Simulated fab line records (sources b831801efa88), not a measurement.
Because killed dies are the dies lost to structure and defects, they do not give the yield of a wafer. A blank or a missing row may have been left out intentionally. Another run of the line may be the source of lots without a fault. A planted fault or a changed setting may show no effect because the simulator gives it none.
Struck lot and sound lot, side by side / flow sky130 / 42 steps out of a route of 708
Sound: the wafers L767.1, L767.3, L767.5. Struck: wafers L784.1, L784.3, L784.4. At the end, the cause is stated.
For every step that has rows: the tool of each side, followed by ch and its chambers, followed by its first start. Under that, the readings that differ: sound wafers / struck wafers / difference of the means / sigmas: that difference in standard deviations of wafers without a fault.
alike: readings whose means differ by less than 2 such deviations, and words and numbers that are the same on both sides. not compared: withheld readings, readings that some wafer has no value for, bounds like >300 that may hide the same value, and numbers for which the record gives no deviation and whose values overlap.
Wherever a step has rows on one side only, a row that says differs or no value, or a row with sigmas, the two part there. When numbers do not overlap yet have no deviation, they are printed without sigmas and do not part them. Lack of a reading on every wafer of one side parts them only where that side has two or more wafers.

SKY_POLY_CUT_ETCH_10: etches BARC in N2/H2, stops on SiO2, time 45.9 s, target depth 60 nm.
  sound on rie_diel-02 ch 0,1,3, day 26 12:10; struck on rie_diel-04 ch 1,2,3, day 32 02:41
  alike: bias_w, drypump_motor_current_A, oes_product_au, rf_fwd_power_W, throttle_valve_pct
  not compared: rf_hours_counter_h
then, 1 step without rows for these wafers: SKY_POLY_CUT_ETCH_11 (etches Si3N4 in CF4/CH2F2/Ar, stops on poly-Si, time 42.5 s, target depth 60 nm).
SKY_POLY_CUT_STRIP_12: strips in O2/N2.
  sound on plasma_asher-04 ch 0,1, day 26 12:14; struck on plasma_asher-02 ch 0,1, day 32 02:46
  alike: drypump_motor_current_A, oes_product_au, strip_time_to_endpoint_s
  not compared: rf_hours_counter_h
then, 7 steps without rows for these wafers: SKY_SD_P_DEHYDRATE_00 (time 60 s); SKY_SD_P_HMDS_01 (prime time 60 s); SKY_SD_P_COAT_02 (resist thk 1140 nm); SKY_SD_P_SOFTBAKE_03 (time 60 s); SKY_SD_P_EXPOSE_04 (exposes mask PSDM, target cd 380 nm); SKY_SD_P_PEB_05; SKY_SD_P_DEVELOP_06 (develop time 60 s).
SKY_SD_P_CD_MEAS_07: target cd 380 nm.
  sound on cd_sem-02, day 27 16:41; struck on cd_sem-02, day 33 06:09
  alike: cd_nm
SKY_SD_P_OVL_MEAS_08:
  sound on overlay-02, day 27 16:48; struck on overlay-01, day 33 06:16
  alike: SD_P_OVL
SKY_SD_P_IMPLANT_09:
  sound on implanter-02 ch 0, day 27 16:50; struck on implanter-01 ch 0, day 33 06:19
SKY_SD_P_STRIP_10: strips in O2/N2.
  sound on plasma_asher-02 ch 0,1, day 27 16:59; struck on plasma_asher-02 ch 0,1, day 33 06:28
  alike: drypump_motor_current_A, oes_product_au, strip_time_to_endpoint_s
  not compared: rf_hours_counter_h
SKY_SD_P_TW_MEAS_11:
  sound on film_metro-02, day 27 17:05; struck on film_metro-02, day 33 06:34
  alike: SD_P_TW
then, 8 steps without rows for these wafers: SKY_RES_XHIGH_DEHYDRATE_00 (time 60 s); SKY_RES_XHIGH_HMDS_01 (prime time 60 s); SKY_RES_XHIGH_COAT_02 (resist thk 1140 nm); SKY_RES_XHIGH_SOFTBAKE_03 (time 60 s); SKY_RES_XHIGH_EXPOSE_04 (exposes mask URPM, target cd 1270 nm); SKY_RES_XHIGH_PEB_05; SKY_RES_XHIGH_DEVELOP_06 (develop time 60 s); SKY_RES_XHIGH_IMPLANT_07.
SKY_RES_XHIGH_STRIP_08: strips in O2/N2.
  sound on plasma_asher-01 ch 0,1, day 28 20:32; struck on plasma_asher-01 ch 0,1, day 34 09:05
reading=strip_time_to_endpoint_s (s); sound=14.26 14.23 14.27; struck=14.35 14.30 14.32; difference=+0.07; sigmas=+2
  alike: drypump_motor_current_A, oes_product_au
  not compared: rf_hours_counter_h
SKY_RES_XHIGH_TW_MEAS_09:
  sound on film_metro-04, day 28 20:38; struck on film_metro-02, day 34 09:11
  alike: RES_XHIGH_TW
then, 7 steps without rows for these wafers: SKY_SD_N_DEHYDRATE_00 (time 60 s); SKY_SD_N_HMDS_01 (prime time 60 s); SKY_SD_N_COAT_02 (resist thk 1140 nm); SKY_SD_N_SOFTBAKE_03 (time 60 s); SKY_SD_N_EXPOSE_04 (exposes mask NSDM, target cd 380 nm); SKY_SD_N_PEB_05; SKY_SD_N_DEVELOP_06 (develop time 60 s).
SKY_SD_N_CD_MEAS_07: target cd 380 nm.
  sound on cd_sem-02, day 30 00:32; struck on cd_sem-02, day 35 11:48
  alike: cd_nm
SKY_SD_N_OVL_MEAS_08:
  sound on overlay-02, day 30 00:40; struck on overlay-01, day 35 11:55
  alike: SD_N_OVL
then, 2 steps without rows for these wafers: SKY_SD_N_IMPLANT_09; SKY_SD_N_IMPLANT_10.
SKY_SD_N_STRIP_11: strips in O2/N2.
  sound on plasma_asher-01 ch 0,1, day 30 01:00; struck on plasma_asher-03 ch 0,1, day 35 12:16
reading=drypump_motor_current_A (A); sound=6.24 6.23 5.89; struck=5.59 5.49 5.57; difference=-0.57; sigmas=-2
  alike: oes_product_au, strip_time_to_endpoint_s
  not compared: rf_hours_counter_h
SKY_SD_N_TW_MEAS_12:
  sound on film_metro-04, day 30 01:06; struck on film_metro-03, day 35 12:22
  alike: SD_N_TW
then, 2 steps without rows for these wafers: SKY_SD_N_CLEAN_13 (cleans in SC1/SC2, time 150 s); SKY_SD_N_RTA_14 (time 2 s).
SKY_SD_N_RS_MEAS_16: measurement is done with a four-point probe.
  sound on film_metro-02, day 30 01:23; struck on film_metro-03, day 35 12:38
  alike: SD_N_RS
-- the record jumps here: 15 days lie between the struck wafers' starts before and after (it left off in module SD_N and takes up again in module PAD_OPEN, whose first step shown is number 708 of the route) --
SKY_PAD_OPEN_PROBE_99:
  sound on prober-02, day 47 09:07; struck on prober-02, day 51 00:38
reading=model.etest.pfet_01v8.r_on_ohm_um; sound=2818 2848 2804; struck=3094 3071 3073; difference=+256; sigmas=
reading=model.etest.pfet_g5v0d10v5.drive_ua_um; sound=332.6 335 327.2; struck=340.4 335.9 336.1; difference=+5.9; sigmas=
reading=model.etest.pfet_01v8_lvt.drive_ua_um; sound=174.1 172.2 173.6; struck=168 168.4 168.1; difference=-5; sigmas=
reading=model.etest.res_high_po.rs_ohm_sq_range; sound=8.984 9.596 11.43; struck=18.89 20.99 19.51; difference=+9.79; sigmas=
  alike: killed_at_M0_to_M3, killed_at_M4_up, killed_at_contacts, killed_at_front_end, killed_at_other, killed_dies, killed_on_rim, killed_open, killed_short
  not compared: model.etest.pfet_g5v0d10v5.r_on_ohm_um

## WHERE THEY PART
Earliest at SKY_RES_XHIGH_STRIP_08; latest, in this record, at SKY_SD_N_STRIP_11. Later steps at which nothing parts them and some readings are alike: SKY_SD_N_TW_MEAS_12, SKY_SD_N_RS_MEAS_16, SKY_PAD_OPEN_PROBE_99.

WHY: the cause the simulator had injected
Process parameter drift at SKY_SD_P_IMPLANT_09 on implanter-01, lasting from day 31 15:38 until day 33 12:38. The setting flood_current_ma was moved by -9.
